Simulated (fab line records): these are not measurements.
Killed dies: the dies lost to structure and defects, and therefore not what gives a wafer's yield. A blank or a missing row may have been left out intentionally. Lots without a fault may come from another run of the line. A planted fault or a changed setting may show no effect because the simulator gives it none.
8D (eight disciplines) problem report, filled in by code    flow sfq line    the parts of the form that need people (team, actions taken, sign-off) are left out

== 1. THE PROBLEM ==
rf fwd power W at SFQ_TRILAYER_I5_BARC_OPEN_VIA_ETCH_200 reads a mean of 414.2 W on 4 wafers of 3 lots; wafers without a fault read 494.9 W with a standard deviation of 1.8. That is -45 standard deviations from the usual mean.
The step: etches BARC in O2, target depth 125 nm, time 41.7 s.
Earliest sighting: wafer L868.3 on rie diel-01 at day 71 23:12. The record has a number at this step for 21 wafers belonging to 7 lots. By rule, "out" or "out of limits" means more than 4 standard deviations away from the usual mean. All remaining wafers that have a number are taken as sound.

== 2. WHAT THIS IS AND IS NOT ==
question                     is                              is not
which readings at this step  rf fwd power W                  drypump motor current A, oes product au
which lots                   L868, L869, L870                L858, L876, L877, L878
which wafers of those lots   L868.3, L869.3, L870.3, L870.5  L868.5, L868.6, L869.2, L869.4, L870.1
read on which tools          rie diel-01                     rie diel-03
when                         from day 71 23:12               up to then (5 sound wafers); but 12 sound wafers of L869, L870, L876, L877, L878 came after

== 3. THE SUSPECTS, EACH WITH WHAT RULES IT OUT ==
Counting: if a tool at a process step up to the reading ran every lot that is out, it stays a suspect. Sound lots after the first of them don't rule it out here, since some wafers of a struck lot are sound.
- rie diel-01 at SFQ_TRILAYER_I5_BARC_OPEN_VIA_ETCH_200 (etches BARC in O2, target depth 125 nm, time 41.7 s): kept. It ran every lot that is out, first L868 (day 71 23:12). On those wafers its own readings are out: rf fwd power W.
- Within rie diel-01 at SFQ_TRILAYER_I5_BARC_OPEN_VIA_ETCH_200: the wafers that are out ran in chamber 3; their sound lot-mates ran in chambers 0, 1, 2.
Remaining after the count: rie diel-01 at SFQ_TRILAYER_I5_BARC_OPEN_VIA_ETCH_200.

== 4. THE CAUSE (what the simulator had put in) ==
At SFQ_TRILAYER_I5_BARC_OPEN_VIA_ETCH_200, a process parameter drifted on rie diel-01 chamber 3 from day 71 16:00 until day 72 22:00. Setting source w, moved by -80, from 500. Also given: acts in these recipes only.
Counting left only this tool.

== 5. SEQUENCE OF EFFECTS, ordered by route ==
Each row: a reading where the mean over the struck wafers with a number is more than 3 standard deviations away from the usual. Readings are gone through only where the record gives a usual standard deviation; hours: the median, over the lots, of the time from a lot's start at the first step in this table giving one to that lot's start at this step; sigmas: the change measured in usual standard deviations.
hours  step                                    reading         usual    on struck wafers  change  sigmas
0      SFQ_TRILAYER_I5_BARC_OPEN_VIA_ETCH_200  rf fwd power W  494.9 W  414.2             -80.6   -45
Here are the process steps it includes:
- SFQ_TRILAYER_I5_BARC_OPEN_VIA_ETCH_200: etches BARC in O2, target depth 125 nm, time 41.7 s.

== 6. WHAT WOULD HAVE CAUGHT IT SOONER ==
In this record no reading fell out of limits until day 71 23:12, 7 hours after the fault had begun at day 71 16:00.
